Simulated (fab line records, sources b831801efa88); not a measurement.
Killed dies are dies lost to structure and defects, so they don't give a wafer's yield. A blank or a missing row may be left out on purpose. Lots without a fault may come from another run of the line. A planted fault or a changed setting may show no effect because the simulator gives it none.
One fault seen from 2 desks | flow gf180mcu | each desk has only its own numbers; what lay behind them comes last

THE TOOL OWNER'S DESK: pecvd-02
The tool's own readings at GF_V1_CVD_02 (deposits SiO2 from TEOS, target thk 850 nm, time 94.851 s): means of the sampled wafers that have a number, for each lot that ran on this tool. A lot is out of limits, marked OUT, if its mean lies more than 4 standard deviations from the usual mean; the brackets give that distance.
Columns: A = heater_power_w at GF_V1_CVD_02, usual 680 W; B = run_length_s at GF_V1_CVD_02, usual 122.5 s
lot  | first seen here | A   | B
L823 | day 17 09:26    | 685 | 122.6
L827 | day 18 12:47    | 694 | 122.4
L837 | day 22 15:14    | 639 | 121.9
L838 | day 22 19:05    | 706 | 122.6
L840 | day 23 12:22    | 804 | 60.2 (-89) OUT
L841 | day 23 20:43    | 734 | 59.9 (-89) OUT
L842 | day 23 23:55    | 686 | 60.0 (-89) OUT
This desk's finding: out of limits on L840, L841, L842; first on L840, day 23 12:22 (run_length_s at GF_V1_CVD_02). In limits: L823, L827, L837, L838.

THE METROLOGY DESK
What the gauges read, lot by lot, whatever tool the lot ran on: means of the sampled wafers that have a number. A lot is out of limits, marked OUT, if its mean lies more than 4 standard deviations from the usual mean; the brackets give that distance.
Columns: A = CONTACT_W_THK at GF_CONTACT_THK_MEAS_26, usual 301 nm; B = V1_CVD_02_THK at GF_V1_THK_MEAS_03, usual 852 nm; C = V1_BOW at GF_V1_BOW_MEAS_05, usual 82 um
lot  | first seen here | A   | B             | C
L823 | day 16 10:05    | 298 | 840           | 78
L827 | day 17 11:44    | 300 | 847           | 85
L828 | day 17 20:18    | 307 | 867           | 90
L829 | day 18 01:38    | 295 | 847           | 88
L830 | day 18 21:08    | 304 | 848           | 86
L831 | day 19 07:13    | 293 | 858           | 77
L832 | day 19 12:16    | 309 | 853           | 77
L833 | day 19 22:23    | 308 | 858           | 80
L837 | day 21 14:34    | 295 | 847           | 80
L838 | day 21 18:01    | 297 | 854           | 74
L840 | day 22 12:31    | 302 | 293 (-47) OUT | 75
L841 | day 22 20:34    | 298 | 297 (-46) OUT | 72
L842 | day 22 23:31    | 302 | 299 (-46) OUT | 71
This desk's finding: out of limits on L840, L841, L842; first on L840, day 23 12:26 (V1_CVD_02_THK at GF_V1_THK_MEAS_03). In limits: L823, L827, L828, L829, L830, L831, L832, L833, L837, L838.

PUT TOGETHER
The tool owner's desk could have raised an alarm at day 23 12:22, on L840, L841, L842.
The metrology desk could have raised an alarm at day 23 12:26, on L840, L841, L842.
Of the lots named, all ran GF_V1_CVD_02 on pecvd-02.

WHAT THE SIMULATOR HAD PUT IN
Process parameter drift: pecvd-02, from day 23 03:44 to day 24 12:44, at GF_V1_CVD_02. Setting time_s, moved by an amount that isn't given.
Lots struck among those shown: L840, L841, L842.
Hours from the fault's start to each desk's first reading out of limits: the tool owner's desk, 9; the metrology desk, 9.
